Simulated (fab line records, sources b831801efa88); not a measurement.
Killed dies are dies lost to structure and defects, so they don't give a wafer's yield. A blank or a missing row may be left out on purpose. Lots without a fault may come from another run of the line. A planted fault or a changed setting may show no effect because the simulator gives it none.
fab line records | flow sky130
record lots=6 wafers=18 last_day=50
route steps=708 shown NWELL@66 PWDE@84 VT_ADJUST_HVTP@85 VT_ADJUST_LVTN@97 PAD_OPEN@708
lots that met no fault: from a run of the same line without faults
start_h: hours from the record's first day to the start of the lot's first wafer shown | wait_h: hours since the lot's step before | " the same as in the row above | L1.1+2: a row that stands for several wafers | - no value, or no start given | * or withheld: withheld | < > ~ a bound
route shown NAME@n: a module of which the file shows steps, and the number in the route of the first | usual: mean/standard deviation of fault-free wafers | same: alike in all rows | chamber/n: place in a boat | sites: the reading at each site | _std_site: their standard deviation | _edge_site: outer sites' mean less inner sites' | radius_mm: how far each site lies from the wafer's centre | mask NAME#n: copy n | behind: the tool/chamber that last shaped the wafer | hold: why the lot was held/for how many hours/how that ended | device: the transistor (n, p or np) that didn't switch | end of line: the same wafers' tests at the end of the route | a step without rows: its recipe alone | killed: dies lost to structure and defects at the first sort, not the wafer's yield | map: a wafer's dies, x killed, . not, _ none there
set.NAME: the setting as run; set.NAME@STEP: as run at that earlier step | model.NAME: the simulator's own value behind a step, which no gauge read
lots at some steps of the route; a table a step, a row a wafer
services: from which hour (start_h, from the record's first day; less than 0 if before it) a tool's chamber was out of use, for how many hours, and why
## steps
# step SKY_NWELL_IMPLANT_13
# recipe species=P energy_kev=50 dose_cm2=7e+11 tilt_deg=withheld
# step SKY_NWELL_STRIP_14
# recipe chemistry=O2/N2 power_w=1400 pressure_mtorr=1500 platen_temp_c=withheld o2_flow_sccm=3000 n2_flow_sccm=300 overash_fraction=0.5
# usual drypump_motor_current_A=5.6/0.58 oes_product_au=0.722/0.0046 strip_time_to_endpoint_s=36.97/0.11
# columns lot.wafer tool chamber start_h wait_h drypump_motor_current_A oes_product_au rf_hours_counter_h strip_time_to_endpoint_s
L782.1 plasma_asher-02 1 110.67 0.1 5.3 0.719 47 36.88
L782.4 " 0 " " 5.6 0.716 - 36.80
L782.6 " 0 " " 5.6 0.729 - 36.88
L784.1 plasma_asher-03 1 122.96 0.1 5.9 0.725 47 36.98
L784.4 " 1 " " 5.9 0.736 - 37.03
L784.6 " 1 " " 5.9 0.715 - 37.00
L788.1 plasma_asher-04 1 137.21 0.1 6.5 0.720 2 36.99
L788.2 " 0 " " 6.0 0.720 2 37.03
L788.3 " 0 " " 6.0 0.721 - 36.94
L799.2 plasma_asher-02 1 204.42 0.1 5.3 0.722 56 36.96
L799.3 " 1 " " 5.3 0.718 - 36.90
L799.6 " 1 " " 5.2 0.714 - 36.85
L800.2 plasma_asher-04 0 213.69 0.1 6.0 0.724 9 36.98
L800.3 " 0 " " 6.0 0.720 - 36.96
L800.4 " 1 " " 6.5 0.720 - 36.89
L801.1 plasma_asher-02 0 219.07 0.1 5.6 0.724 58 36.98
L801.4 " 0 " " 5.6 0.721 - 36.88
L801.5 " 1 " " 5.3 0.721 - 36.92
# step SKY_NWELL_TW_MEAS_15
# usual NWELL_TW=1808/18
# columns lot.wafer tool chamber start_h wait_h NWELL_TW
L782.1 film_metro-02 - 110.77 0.1 1842
L782.4 " - " " 1830
L782.6 " - " " 1827
L784.1 film_metro-01 - 123.06 0.1 1776
L784.4 " - " " 1782
L784.6 " - " " 1790
L788.1 film_metro-01 - 137.31 0.1 1787
L788.2 " - " " 1782
L788.3 " - " " 1786
L799.2 film_metro-02 - 204.53 0.1 1825
L799.3 " - " " 1821
L799.6 " - " " 1824
L800.2 film_metro-02 - 213.80 0.1 1821
L800.3 " - " " 1835
L800.4 " - " " 1826
L801.1 film_metro-01 - 219.17 0.1 1778
L801.4 " - " " 1787
L801.5 " - " " 1775
# step SKY_NWELL_DEHYDRATE_16
# recipe temp_c=200 time_s=60
# step SKY_NWELL_HMDS_17
# recipe prime_time_s=60 prime_temp_c=120
# step SKY_NWELL_COAT_18
# recipe spin_rpm=2000 resist_thk_nm=3000
# step SKY_NWELL_SOFTBAKE_19
# recipe temp_c=110 time_s=withheld
# step SKY_NWELL_EXPOSE_20
# recipe mask_id=NWM_COMPLEMENT na=0.6 source_shape=conventional sigma_outer=0.6 polarization=unpolarized target_cd_nm=840 dose_mj=260
# step SKY_NWELL_PEB_21
# recipe temp_c=115 time_s=withheld
# step SKY_NWELL_DEVELOP_22
# recipe wall_angle_deg=90 developer=TMAH develop_time_s=60 dev_temp_c=23
# step SKY_NWELL_OVL_MEAS_23
# usual NWELL_01_OVL=0.3/1.5
# columns lot.wafer tool chamber start_h wait_h NWELL_01_OVL[nm]
L782.1 overlay-01 - 129.65 - -1.4
L782.4 " - " " 0.9
L782.6 " - " " 0.3
L784.1 overlay-02 - 142.30 - 2.9
L784.4 " - " " 0.9
L784.6 " - " " 0.3
L788.1 overlay-01 - 156.10 - 2.3
L788.2 " - " " 3.9
L788.3 " - " " 0.7
L799.2 overlay-02 - 227.11 - -1.8
L799.3 " - " " 0.0
L799.6 " - " " 1.3
L800.2 overlay-01 - 236.64 - 1.8
L800.3 " - " " 2.3
L800.4 " - " " 0.8
L801.1 overlay-02 - 241.88 - 0.3
L801.4 " - " " 0.3
L801.5 " - " " 0.8
# step SKY_NWELL_IMPLANT_24
# recipe species=B energy_kev=140 dose_cm2=9.2e+12 tilt_deg=withheld
# step SKY_NWELL_STRIP_25
# recipe chemistry=O2/N2 power_w=1400 pressure_mtorr=1500 platen_temp_c=withheld o2_flow_sccm=3000 n2_flow_sccm=300 overash_fraction=0.5
# usual drypump_motor_current_A=5.8/0.56 oes_product_au=0.723/0.004 strip_time_to_endpoint_s=36.91/0.099
# columns lot.wafer tool chamber start_h wait_h drypump_motor_current_A oes_product_au rf_hours_counter_h strip_time_to_endpoint_s
L782.1 plasma_asher-04 0 129.84 0.1 6.0 0.723 1 36.83
L782.4 " 0 " " 6.0 0.722 - 36.88
L782.6 " 0 " " 6.1 0.722 - 36.85
L784.1 plasma_asher-04 0 142.49 0.1 6.0 0.720 2 36.72
L784.4 " 0 " " 6.0 0.724 - 36.79
L784.6 " 1 " " 6.5 0.729 - 36.76
L788.1 plasma_asher-04 0 156.29 0.1 6.0 0.722 4 36.96
L788.2 " 1 " " 6.5 0.726 4 36.91
L788.3 " 1 " " 6.5 0.727 - 37.04
L799.2 plasma_asher-04 1 227.29 0.1 6.5 0.727 11 36.87
L799.3 " 1 " " 6.5 0.717 - 36.80
L799.6 " 0 " " 6.0 0.720 - 36.83
L800.2 plasma_asher-02 1 236.82 0.1 5.3 0.726 60 37.03
L800.3 " 1 " " 5.3 0.723 - 37.00
L800.4 " 0 " " 5.6 0.721 - 37.08
L801.1 plasma_asher-02 0 242.07 0.1 5.6 0.721 60 36.97
L801.4 " 0 " " 5.6 0.724 - 36.86
L801.5 " 1 " " 5.3 0.722 - 36.86
# step SKY_NWELL_TW_MEAS_26
# usual NWELL_2_TW=493/4.3
# columns lot.wafer tool chamber start_h wait_h NWELL_2_TW
L782.1 film_metro-01 - 129.94 0.1 487
L782.4 " - " " 489
L782.6 " - " " 484
L784.1 film_metro-01 - 142.59 0.1 486
L784.4 " - " " 485
L784.6 " - " " 486
L788.1 film_metro-04 - 156.39 0.1 492
L788.2 " - " " 493
L788.3 " - " " 493
L799.2 film_metro-02 - 227.40 0.1 500
L799.3 " - " " 499
L799.6 " - " " 500
L800.2 film_metro-04 - 236.93 0.1 491
L800.3 " - " " 490
L800.4 " - " " 491
L801.1 film_metro-04 - 242.17 0.1 491
L801.4 " - " " 491
L801.5 " - " " 492
# step SKY_NWELL_CLEAN_27
# recipe chemistry=SC1/SC2 mix=1:4:20 temp_c=70 time_s=150 dry=n2_spin
# step SKY_NWELL_RTA_28
# recipe temp_c=1050 time_s=30 idle_temp_c=650 ramp_up_c_per_s=150 ramp_down_c_per_s=90 ambient=N2
# usual chamber_o2_ppm=2.000/0.022 lamp_power_pct=25.31/0.052 wafer_temp_C_max=1054.9/0.88
# columns lot.wafer tool chamber start_h wait_h chamber_o2_ppm lamp_power_pct wafer_temp_C_max
L782.1 rtp_anneal-02 0 130.05 0.0 1.992 25.24 1055.1
L782.4 " 0 " " 2.022 25.20 1055.8
L782.6 " 0 " " 2.010 25.35 1054.8
L784.1 rtp_anneal-01 0 142.70 0.0 1.955 25.29 1055.2
L784.4 " 0 " " 1.988 25.27 1055.5
L784.6 " 0 " " 2.010 25.27 1054.4
L788.1 rtp_anneal-01 0 156.50 0.0 2.019 25.40 1053.7
L788.2 " 0 " " 1.970 25.31 1054.4
L788.3 " 0 " " 2.011 25.39 1054.9
L799.2 rtp_anneal-02 0 227.51 0.0 1.994 25.32 1055.7
L799.3 " 0 " " 1.998 25.34 1054.8
L799.6 " 0 " " 1.992 25.37 1054.2
L800.2 rtp_anneal-01 0 237.04 0.0 2.034 25.34 1056.0
L800.3 " 0 " " 2.012 25.29 1054.8
L800.4 " 0 " " 2.030 25.29 1053.6
L801.1 rtp_anneal-01 0 242.28 0.0 2.000 25.37 1055.5
L801.4 " 0 " " 2.023 25.28 1054.9
L801.5 " 0 " " 2.014 25.33 1054.8
# step SKY_NWELL_RS_MEAS_29
# recipe thk_meas_gauge=four-point-probe
# usual NWELL_RS=624.5/1.7
# columns lot.wafer tool chamber start_h wait_h NWELL_RS[ohm/sq]
L782.1 film_metro-01 - 130.15 0.1 625.2
L782.4 " - " " 625.9
L782.6 " - " " 626.3
L784.1 film_metro-04 - 142.90 0.2 625.7
L784.4 " - " " 626.7
L784.6 " - " " 625.6
L788.1 film_metro-02 - 156.70 0.2 624.6
L788.2 " - " " 625.8
L788.3 " - " " 626.4
L799.2 film_metro-01 - 227.62 0.1 625.3
L799.3 " - " " 623.5
L799.6 " - " " 623.7
L800.2 film_metro-02 - 237.15 0.1 627.3
L800.3 " - " " 624.7
L800.4 " - " " 624.1
L801.1 film_metro-04 - 242.38 0.1 624.2
L801.4 " - " " 624.3
L801.5 " - " " 625.1
# step SKY_NWELL_RS_MEAS_31
# recipe thk_meas_gauge=four-point-probe
# usual PWDE_RS=5274/23
# columns lot.wafer tool chamber start_h wait_h PWDE_RS[ohm/sq]
L782.1 film_metro-01 - 130.39 0.1 5302
L782.4 " - " " 5303
L782.6 " - " " 5289
L784.1 film_metro-04 - 143.14 0.1 5265
L784.4 " - " " 5261
L784.6 " - " " 5284
L788.1 film_metro-02 - 156.94 0.1 5266
L788.2 " - " " 5291
L788.3 " - " " 5270
L799.2 film_metro-01 - 227.86 0.1 5332
L799.3 " - " " 5318
L799.6 " - " " 5328
L800.2 film_metro-02 - 237.39 0.1 5281
L800.3 " - " " 5276
L800.4 " - " " 5265
L801.1 film_metro-04 - 242.62 0.1 5253
L801.4 " - " " 5270
L801.5 " - " " 5260
# step SKY_VT_ADJUST_HVTP_DEHYDRATE_00
# recipe temp_c=200 time_s=60
# step SKY_VT_ADJUST_HVTP_HMDS_01
# recipe prime_time_s=60 prime_temp_c=120
# step SKY_VT_ADJUST_HVTP_COAT_02
# recipe resist=NOVOLAK spin_rpm=3000 resist_thk_nm=1140
# step SKY_VT_ADJUST_HVTP_SOFTBAKE_03
# recipe temp_c=90 time_s=60 resist=NOVOLAK
# step SKY_VT_ADJUST_HVTP_EXPOSE_04
# recipe mask_id=HVTPM na=0.6 source_shape=conventional sigma_outer=0.6 polarization=unpolarized target_cd_nm=380 dose_mj=140
# step SKY_VT_ADJUST_HVTP_PEB_05
# recipe temp_c=withheld time_s=* resist=NOVOLAK
# step SKY_VT_ADJUST_HVTP_DEVELOP_06
# recipe resist=NOVOLAK developer=TMAH develop_time_s=60 dev_temp_c=23
# step SKY_VT_ADJUST_HVTP_CD_MEAS_07
# recipe target_cd_nm=380
# usual cd_nm=379.7/2.5
# columns lot.wafer tool chamber start_h wait_h cd_nm
L782.1 cd_sem-01 - 149.08 0.1 382.7
L782.4 " - " " 381.5
L782.6 " - " " 382.0
L784.1 cd_sem-01 - 162.10 0.1 380.5
L784.4 " - " " 381.9
L784.6 " - " " 382.7
L788.1 cd_sem-01 - 177.38 0.1 377.7
L788.2 " - " " 376.7
L788.3 " - " " 378.0
L799.2 cd_sem-02 - 250.90 0.1 379.2
L799.3 " - " " 378.1
L799.6 " - " " 380.2
L800.2 cd_sem-01 - 259.67 0.1 376.8
L800.3 " - " " 377.4
L800.4 " - " " 377.0
L801.1 cd_sem-02 - 266.15 0.1 379.9
L801.4 " - " " 379.5
L801.5 " - " " 379.1
# step SKY_VT_ADJUST_HVTP_OVL_MEAS_08
# usual VT_ADJUST_HVTP_OVL=-0.3/1.3
# columns lot.wafer tool chamber start_h wait_h VT_ADJUST_HVTP_OVL[nm]
L782.1 overlay-01 - 149.20 0.1 0.1
L782.4 " - " " -0.4
L782.6 " - " " 1.7
L784.1 overlay-01 - 162.22 0.1 -0.5
L784.4 " - " " -2.0
L784.6 " - " " -2.9
L788.1 overlay-02 - 177.50 0.1 -0.9
L788.2 " - " " -1.5
L788.3 " - " " -0.8
L799.2 overlay-01 - 251.00 0.1 1.7
L799.3 " - " " -0.5
L799.6 " - " " 0.6
L800.2 overlay-02 - 259.78 0.1 1.8
L800.3 " - " " -0.6
L800.4 " - " " 1.3
L801.1 overlay-02 - 266.27 0.1 -1.6
L801.4 " - " " -0.3
L801.5 " - " " -1.9
# step SKY_VT_ADJUST_HVTP_IMPLANT_09
# recipe species=As energy_kev=150 dose_cm2=4.3e+12 tilt_deg=withheld
# step SKY_VT_ADJUST_HVTP_STRIP_10
# recipe chemistry=O2/N2 power_w=1400 pressure_mtorr=1500 platen_temp_c=withheld o2_flow_sccm=3000 n2_flow_sccm=300 overash_fraction=0.5
# usual drypump_motor_current_A=5.7/0.42 oes_product_au=0.716/0.0044 strip_time_to_endpoint_s=14.18/0.042
# columns lot.wafer tool chamber start_h wait_h drypump_motor_current_A oes_product_au rf_hours_counter_h strip_time_to_endpoint_s
L782.1 plasma_asher-01 0 149.44 0.1 6.0 0.709 34 14.13
L782.4 " 1 " " 5.3 0.714 - 14.15
L782.6 " 1 " " 5.3 0.705 - 14.11
L784.1 plasma_asher-01 0 162.41 0.1 6.0 0.716 35 14.20
L784.4 " 0 " " 6.0 0.721 - 14.19
L784.6 " 0 " " 6.0 0.715 - 14.21
L788.1 plasma_asher-01 1 177.68 0.1 5.3 0.715 37 14.17
L788.2 " 0 " " 6.0 0.711 37 14.19
L788.3 " 1 " " 5.3 0.709 - 14.18
L799.2 plasma_asher-01 0 251.18 0.1 6.0 0.713 44 14.17
L799.3 " 1 " " 5.3 0.712 - 14.16
L799.6 " 0 " " 6.0 0.723 - 14.16
L800.2 plasma_asher-01 0 259.96 0.1 6.0 0.713 44 14.26
L800.3 " 0 " " 6.0 0.719 - 14.24
L800.4 " 1 " " 5.3 0.717 - 14.30
L801.1 plasma_asher-01 0 266.46 0.1 6.0 0.714 45 14.15
L801.4 " 1 " " 5.3 0.717 - 14.15
L801.5 " 1 " " 5.3 0.722 - 14.15
# step SKY_VT_ADJUST_HVTP_TW_MEAS_11
# usual VT_ADJUST_HVTP_TW=1337/15
# columns lot.wafer tool chamber start_h wait_h VT_ADJUST_HVTP_TW
L782.1 film_metro-02 - 149.54 0.1 1362
L782.4 " - " " 1361
L782.6 " - " " 1372
L784.1 film_metro-02 - 162.51 0.1 1375
L784.4 " - " " 1364
L784.6 " - " " 1369
L788.1 film_metro-01 - 177.78 0.1 1338
L788.2 " - " " 1338
L788.3 " - " " 1338
L799.2 film_metro-03 - 251.29 0.1 1341
L799.3 " - " " 1342
L799.6 " - " " 1335
L800.2 film_metro-01 - 260.07 0.1 1327
L800.3 " - " " 1334
L800.4 " - " " 1327
L801.1 film_metro-01 - 266.56 0.1 1320
L801.4 " - " " 1331
L801.5 " - " " 1326
# step SKY_VT_ADJUST_LVTN_DEHYDRATE_00
# recipe temp_c=200 time_s=60
# step SKY_VT_ADJUST_LVTN_HMDS_01
# recipe prime_time_s=60 prime_temp_c=120
# step SKY_VT_ADJUST_LVTN_COAT_02
# recipe spin_rpm=2000 resist_thk_nm=3000
# step SKY_VT_ADJUST_LVTN_SOFTBAKE_03
# recipe temp_c=110 time_s=withheld
# step SKY_VT_ADJUST_LVTN_EXPOSE_04
# recipe mask_id=NWM_COMPLEMENT_LESS_NATIVE na=0.6 source_shape=conventional sigma_outer=0.6 polarization=unpolarized target_cd_nm=840 dose_mj=194
# step SKY_VT_ADJUST_LVTN_PEB_05
# recipe temp_c=115 time_s=withheld
# step SKY_VT_ADJUST_LVTN_DEVELOP_06
# recipe wall_angle_deg=90 developer=TMAH develop_time_s=60 dev_temp_c=23
# step SKY_VT_ADJUST_LVTN_OVL_MEAS_07
# usual VT_ADJUST_LVTN_OVL=-0.3/1.2
# columns lot.wafer tool chamber start_h wait_h VT_ADJUST_LVTN_OVL[nm]
L782.1 overlay-02 - 168.98 - -0.9
L782.4 " - " " -0.7
L782.6 " - " " -0.6
L784.1 overlay-02 - 182.95 - 0.0
L784.4 " - " " -1.1
L784.6 " - " " -0.7
L788.1 overlay-01 - 198.61 - -0.7
L788.2 " - " " -0.3
L788.3 " - " " -0.3
L799.2 overlay-02 - 274.94 - 0.0
L799.3 " - " " 1.2
L799.6 " - " " 1.4
L800.2 overlay-01 - 284.01 - -0.7
L800.3 " - " " 0.2
L800.4 " - " " -1.7
L801.1 overlay-01 - 290.63 - -0.8
L801.4 " - " " 0.6
L801.5 " - " " -0.7
# step SKY_VT_ADJUST_LVTN_IMPLANT_08
# recipe species=B energy_kev=30 dose_cm2=1.57e+12 tilt_deg=withheld
# step SKY_VT_ADJUST_LVTN_STRIP_09
# recipe chemistry=O2/N2 power_w=1400 pressure_mtorr=1500 platen_temp_c=withheld o2_flow_sccm=3000 n2_flow_sccm=300 overash_fraction=0.5
# usual drypump_motor_current_A=5.4/0.45 oes_product_au=0.722/0.005 strip_time_to_endpoint_s=36.92/0.087
# columns lot.wafer tool chamber start_h wait_h drypump_motor_current_A oes_product_au rf_hours_counter_h strip_time_to_endpoint_s
L782.1 plasma_asher-01 1 169.17 0.1 5.3 0.722 36 36.77
L782.4 " 0 " " 6.0 0.712 - 36.77
L782.6 " 1 " " 5.3 0.719 - 36.89
L784.1 plasma_asher-03 0 183.14 0.1 4.7 0.715 53 36.98
L784.4 " 1 " " 5.9 0.715 - 36.93
L784.6 " 0 " " 4.7 0.709 - 36.99
L788.1 plasma_asher-03 0 198.80 0.1 4.7 0.717 54 36.92
L788.2 " 1 " " 5.9 0.722 54 36.94
L788.3 " 1 " " 5.9 0.722 - 36.93
L799.2 plasma_asher-01 0 275.12 0.1 6.0 0.717 46 36.90
L799.3 " 0 " " 6.0 0.726 - 36.98
L799.6 " 1 " " 5.3 0.722 - 36.95
L800.2 plasma_asher-02 1 284.19 0.1 5.3 0.719 64 36.76
L800.3 " 0 " " 5.6 0.723 - 37.00
L800.4 " 1 " " 5.2 0.718 - 36.87
L801.1 plasma_asher-03 1 290.82 0.1 5.9 0.726 63 36.87
L801.4 " 0 " " 4.7 0.718 - 36.78
L801.5 " 0 " " 4.7 0.720 - 36.75
# step SKY_VT_ADJUST_LVTN_TW_MEAS_10
# usual VT_ADJUST_LVTN_TW=238.1/1.5
# columns lot.wafer tool chamber start_h wait_h VT_ADJUST_LVTN_TW
L782.1 film_metro-01 - 169.27 0.1 236.8
L782.4 " - " " 239.4
L782.6 " - " " 239.6
L784.1 film_metro-04 - 183.24 0.1 241.4
L784.4 " - " " 241.1
L784.6 " - " " 240.6
L788.1 film_metro-04 - 198.90 0.1 240.3
L788.2 " - " " 239.5
L788.3 " - " " 240.6
L799.2 film_metro-04 - 275.23 0.1 239.4
L799.3 " - " " 238.3
L799.6 " - " " 240.6
L800.2 film_metro-03 - 284.30 0.1 238.5
L800.3 " - " " 237.7
L800.4 " - " " 238.4
L801.1 film_metro-04 - 290.92 0.1 238.9
L801.4 " - " " 238.6
L801.5 " - " " 237.4
# step SKY_PAD_OPEN_PROBE_99
# usual killed_at_M0_to_M3=43/6.5 killed_at_M4_up=3.3/2 killed_at_contacts=24/5.2 killed_at_front_end=16/4.2 killed_at_other=0.3/0.6 killed_dies=87/9.3 killed_on_rim=18/4.2 killed_open=47/7.8 killed_short=39/6.2
# same gross_dies=492 killed_at_back_side=0
# columns lot.wafer tool chamber start_h wait_h hold killed_at_M0_to_M3 killed_at_M4_up killed_at_contacts killed_at_front_end killed_at_other killed_dies killed_on_rim killed_open killed_short
L782.1 prober-01 - 1107.09 0.1 - 50 5 22 15 0 92 18 55 37
L782.4 prober-01 - 1107.24 0.2 - 41 9 32 22 0 104 21 57 47
L782.6 prober-01 - 1107.34 0.2 - 47 1 16 19 0 83 16 40 43
L784.1 prober-01 - 1112.80 0.1 await_dispo/3.2h/release 36 1 19 15 0 71 15 31 39
L784.4 prober-01 - 1112.95 0.2 await_dispo/3.2h/release 34 1 21 18 0 74 15 39 35
L784.6 prober-01 - 1113.05 0.2 await_dispo/3.2h/release 33 3 12 49 0 97 27 39 28
L788.1 prober-02 - 1128.92 0.1 await_dispo/2.2h/release 40 1 26 7 0 74 14 43 31
L788.2 prober-02 - 1128.97 0.1 await_dispo/2.2h/release 38 5 23 48 0 114 25 40 39
L788.3 prober-02 - 1129.02 0.2 await_dispo/2.2h/release 34 2 30 48 1 115 24 48 33
L799.2 prober-01 - 1181.60 0.1 - 42 4 21 19 0 86 9 53 33
L799.3 prober-01 - 1181.65 0.2 - 40 5 29 14 0 88 11 38 49
L799.6 prober-01 - 1181.80 0.2 - 43 4 25 17 0 89 14 45 43
L800.2 prober-02 - 1190.57 0.1 - 42 2 28 11 0 83 17 52 30
L800.3 prober-02 - 1190.62 0.2 - 38 2 20 22 1 83 20 46 35
L800.4 prober-02 - 1190.67 0.2 - 49 2 29 20 1 101 18 53 48
L801.1 prober-01 - 1192.45 0.1 - 55 1 17 11 0 84 17 44 40
L801.4 prober-01 - 1192.60 0.2 - 32 1 19 14 0 66 13 37 29
L801.5 prober-01 - 1192.65 0.2 - 51 1 16 17 0 85 15 46 39
# killed by level:class
L782.1 VIA1:geometric_particle:open=11 VIA3:geometric_particle:open=9 LI_CONTACT:geometric_particle:open=9 CONTACT:geometric_particle:open=9 METAL1:geometric_particle:short=7 VIA1:geometric_particle:short=7 POLY_GATE:geometric_particle:open=5 METAL2:geometric_particle:short=5
L782.4 VIA1:geometric_particle:open=12 CONTACT:geometric_particle:open=11 LI_CONTACT:geometric_particle:open=9 POLY_GATE:geometric_particle:short=6 LI_CONTACT:geometric_particle:short=6 VIA2:geometric_particle:open=6 METAL1:geometric_particle:short=6 METAL4:geometric_particle:short=6
L782.6 VIA1:geometric_particle:short=10 VIA3:geometric_particle:open=8 FIELD_ISO:geometric_particle:short=7 CONTACT:geometric_particle:open=6 METAL1:geometric_particle:short=6 VIA1:geometric_particle:open=6 SPACER:geometric_particle:short=5 VIA2:geometric_particle:open=5
L784.1 LI_CONTACT:geometric_particle:open=7 FIELD_ISO:geometric_particle:short=6 METAL3:geometric_particle:short=6 VIA1:geometric_particle:open=5 CONTACT:geometric_particle:open=5 VIA1:geometric_particle:short=5 VIA3:geometric_particle:open=5 METAL2:geometric_particle:short=4
L784.4 VIA1:geometric_particle:open=7 FIELD_ISO:geometric_particle:short=6 LI_CONTACT:geometric_particle:open=6 CONTACT:geometric_particle:open=6 FIELD_ISO:geometric_particle:open=5 VIA3:geometric_particle:short=5 VIA2:geometric_particle:open=5 VIA3:geometric_particle:open=5
L784.6 NWELL:unspecified=30 VIA3:geometric_particle:open=10 FIELD_ISO:geometric_particle:open=5 VIA1:geometric_particle:open=5 VIA1:geometric_particle:short=4 LI_CONTACT:geometric_particle:open=4 CONTACT:geometric_particle:open=4 METAL1:geometric_particle:short=4
L788.1 VIA1:geometric_particle:open=11 LI_CONTACT:geometric_particle:open=8 VIA2:geometric_particle:open=7 CONTACT:geometric_particle:open=6 VIA3:geometric_particle:short=5 LOCAL_INTERCONNECT:geometric_particle:short=4 LI_CONTACT:geometric_particle:short=3 CONTACT:geometric_particle:short=3
L788.2 NWELL:unspecified=35 LI_CONTACT:geometric_particle:open=8 METAL2:geometric_particle:short=8 POLY_GATE:geometric_particle:open=6 LOCAL_INTERCONNECT:geometric_particle:short=5 VIA1:geometric_particle:open=5 CONTACT:geometric_particle:open=4 VIA1:geometric_particle:short=4
L788.3 NWELL:unspecified=34 CONTACT:geometric_particle:open=10 VIA1:geometric_particle:open=9 LI_CONTACT:geometric_particle:open=6 LOCAL_INTERCONNECT:geometric_particle:short=6 CONTACT:geometric_particle:short=6 POLY_GATE:geometric_particle:open=4 POLY_GATE:geometric_particle:short=4
L799.2 VIA1:geometric_particle:open=14 VIA2:geometric_particle:open=8 METAL1:geometric_particle:short=6 LI_CONTACT:geometric_particle:open=6 CONTACT:geometric_particle:open=6 POLY_GATE:geometric_particle:short=5 CONTACT:geometric_particle:short=5 VIA3:geometric_particle:open=5
L799.3 VIA1:geometric_particle:open=12 LOCAL_INTERCONNECT:geometric_particle:short=10 CONTACT:geometric_particle:open=8 METAL1:geometric_particle:short=7 METAL2:geometric_particle:short=7 FIELD_ISO:geometric_particle:short=6 LI_CONTACT:geometric_particle:open=5 METAL4:geometric_particle:short=5
L799.6 FIELD_ISO:geometric_particle:open=7 LI_CONTACT:geometric_particle:open=7 FIELD_ISO:geometric_particle:short=6 CONTACT:geometric_particle:open=6 VIA3:geometric_particle:open=6 VIA1:geometric_particle:open=6 METAL1:geometric_particle:short=5 VIA1:geometric_particle:short=5
L800.2 CONTACT:geometric_particle:open=10 VIA2:geometric_particle:open=8 VIA1:geometric_particle:open=8 LI_CONTACT:geometric_particle:open=7 VIA3:geometric_particle:open=7 CONTACT:geometric_particle:short=5 VIA1:geometric_particle:short=5 METAL2:geometric_particle:short=5
L800.3 VIA1:geometric_particle:open=11 POLY_GATE:geometric_particle:short=7 POLY_GATE:geometric_particle:open=6 CONTACT:geometric_particle:open=6 VIA2:geometric_particle:open=5 LI_CONTACT:geometric_particle:open=5 CONTACT:geometric_particle:short=5 VIA3:geometric_particle:open=5
L800.4 VIA2:geometric_particle:open=8 LI_CONTACT:geometric_particle:open=7 CONTACT:geometric_particle:short=7 CONTACT:geometric_particle:open=7 VIA1:geometric_particle:open=7 POLY_GATE:geometric_particle:open=6 METAL2:geometric_particle:short=6 VIA3:geometric_particle:open=6
L801.1 VIA2:geometric_particle:open=10 VIA1:geometric_particle:open=10 METAL2:geometric_particle:short=10 CONTACT:geometric_particle:open=5 METAL2:geometric_particle:open=5 POLY_GATE:geometric_particle:short=4 CONTACT:geometric_particle:short=4 VIA2:geometric_particle:short=4
L801.4 CONTACT:geometric_particle:open=10 VIA2:geometric_particle:open=7 FIELD_ISO:geometric_particle:open=4 POLY_GATE:geometric_particle:short=4 LI_CONTACT:geometric_particle:open=4 CONTACT:geometric_particle:short=4 METAL1:geometric_particle:short=4 VIA1:geometric_particle:short=4
L801.5 VIA2:geometric_particle:open=9 VIA1:geometric_particle:open=9 METAL2:geometric_particle:short=8 VIA1:geometric_particle:short=7 POLY_GATE:geometric_particle:open=6 CONTACT:geometric_particle:open=6 VIA3:geometric_particle:open=6 METAL1:geometric_particle:short=5
# map L784.6 (x killed, . not)
__________...x..x..._________
________........xx.x.._______
______..xx.....x.x.....x_____
_____.x.............xx...____
____..x...x..xx..........x___
___...x...........x.x...xxx__
__.x......xx...x........xxxx_
_x......................xxxxx
_x...x...........x.....xxxxxx
_.......xx.........x.x...xxxx
_.....................x.xxxxx
_..................x..x..xxx.
_...........x...........x....
_...xx..x...................x
_xx.x..xx.x.x................
__............x...xx........_
___...........x............__
____.....x................___
_____x.xx....x....x......____
______......x......x.x.._____
________.x...x.x......_______
__________.x......x._________
# map L788.3 (x killed, . not)
__________........x._________
________x...x.......x._______
______......x.x...x.x.x._____
_____..x.x....xx......x.x____
____.....................x___
___....x....xx...........xx__
__..x..x......xx.x.....xxxxx_
_..x........x.......xx.xxxxxx
_..........x......x...xxxxxxx
_..x.x.................xxxxxx
_............xxxx......x.xxxx
_..x............x.x.xx..xxxxx
_..x....x.x.......xxx........
_..........x..........x....x.
_.x.x.x...x.x...xx...x...x..x
__x................x........_
___...x..xx.......x...xx.x.__
____.........x.........x..___
_____x........x.x........____
______................x._____
________...x.x......x._______
__________.........x_________
## services
# columns tool chamber start_h hours kind
plasma_asher-04 - 108.75 9.0 pm
plasma_asher-04 0 108.75 9.0 vent_cycle
plasma_asher-04 1 108.75 9.0 vent_cycle
plasma_asher-04 0 117.75 - clean
plasma_asher-04 1 117.75 - clean
plasma_asher-03 - 145.03 2.8 pm
plasma_asher-02 - 168.98 0.7 repair
plasma_asher-04 - 203.15 1.4 repair
plasma_asher-01 - 221.84 5.4 repair
## key
first_sign step=SKY_PAD_OPEN_PROBE_99 reading=killed_at_front_end direction=up sigmas=7.7 usual=16 struck=48
effect step=SKY_PAD_OPEN_PROBE_99 reading=killed_dies direction=up sigmas=2.4 usual=87 struck=109
met_at SKY_NWELL_STRIP_25
struck_wafers L784.6,L788.2,L788.3
tester_left_out L784,L788
fault kind=chamber_particle_source tool=plasma_asher-04 chamber=1 onset_h=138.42 steps=SKY_NWELL_STRIP_25 rate_per_visit_cm2=1.0054 end_h=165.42
# tester_left_out: of these lots the tester's yield and bins aren't shown, on N5 and GAA mostly nor the transistor test; their killed dies are dies lost to structure and defects alone, not to doping, threshold or leakage, so they don't give the yield
